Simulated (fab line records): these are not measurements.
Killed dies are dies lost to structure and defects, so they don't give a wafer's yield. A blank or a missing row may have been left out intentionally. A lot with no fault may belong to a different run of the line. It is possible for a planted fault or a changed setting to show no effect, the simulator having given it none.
Matching of chambers || flow sky130 || pecvd-01 running SKY_CAPM_CVD_00: 3 sister chambers
The step deposits SiO2, target thk 15.5 nm. 6 wafers are shown with their chamber, then 7 later ones without.

== WAFERS, EACH WITH ITS CHAMBER ==
{"wafer": "L693.4", "chamber": 2, "heater-power-w (W)": 668, "rf-fwd-power-W (W)": 441.5}
{"wafer": "L694.1", "chamber": 0, "heater-power-w (W)": 759, "rf-fwd-power-W (W)": 439.6}
{"wafer": "L694.3", "chamber": 2, "heater-power-w (W)": 717, "rf-fwd-power-W (W)": 441.4}
{"wafer": "L694.6", "chamber": 1, "heater-power-w (W)": 675, "rf-fwd-power-W (W)": 442.9}
{"wafer": "L695.1", "chamber": 1, "heater-power-w (W)": 631, "rf-fwd-power-W (W)": 443.2}
{"wafer": "L695.4", "chamber": 0, "heater-power-w (W)": 808, "rf-fwd-power-W (W)": 439.8}

== WAFERS MISSING THEIR CHAMBER ==
{"wafer": "L695.5", "heater-power-w (W)": 651, "rf-fwd-power-W (W)": 443.1}
{"wafer": "L696.2", "heater-power-w (W)": 719, "rf-fwd-power-W (W)": 445.6}
{"wafer": "L696.5", "heater-power-w (W)": 744, "rf-fwd-power-W (W)": 444.1}
{"wafer": "L696.6", "heater-power-w (W)": 794, "rf-fwd-power-W (W)": 439.8}
{"wafer": "L697.3", "heater-power-w (W)": 726, "rf-fwd-power-W (W)": 444.6}
{"wafer": "L697.4", "heater-power-w (W)": 761, "rf-fwd-power-W (W)": 442.8}
{"wafer": "L697.5", "heater-power-w (W)": 753, "rf-fwd-power-W (W)": 443.7}

== EACH ONE'S CHAMBER ==
{"wafer": "L695.5", "from the rows above": 1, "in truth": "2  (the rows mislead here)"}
{"wafer": "L696.2", "from the rows above": 1, "in truth": 1}
{"wafer": "L696.5", "from the rows above": 1, "in truth": 1}
{"wafer": "L696.6", "from the rows above": 0, "in truth": 0}
{"wafer": "L697.3", "from the rows above": 1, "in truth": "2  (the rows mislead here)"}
{"wafer": "L697.4", "from the rows above": 1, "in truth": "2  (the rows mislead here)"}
{"wafer": "L697.5", "from the rows above": 1, "in truth": 1}
Placed correctly: 4 of 7. Can't be placed from these rows: 0. Placed wrongly: 3.
How it was worked out, from the rows above alone: a wafer's distance from a chamber is the root of the sum, over the readings, of the square of ((its reading less the chamber's mean) divided by the reading's scatter). The wafer belongs to the nearest chamber; if the next one is less than 2 further off, it can't be placed. The mean given for a chamber averages the wafers shown for that chamber. The scatter is the square root of a quotient: the sum, over the shown wafers, of each reading's squared deviation from its chamber's mean, divided by wafers minus chambers.
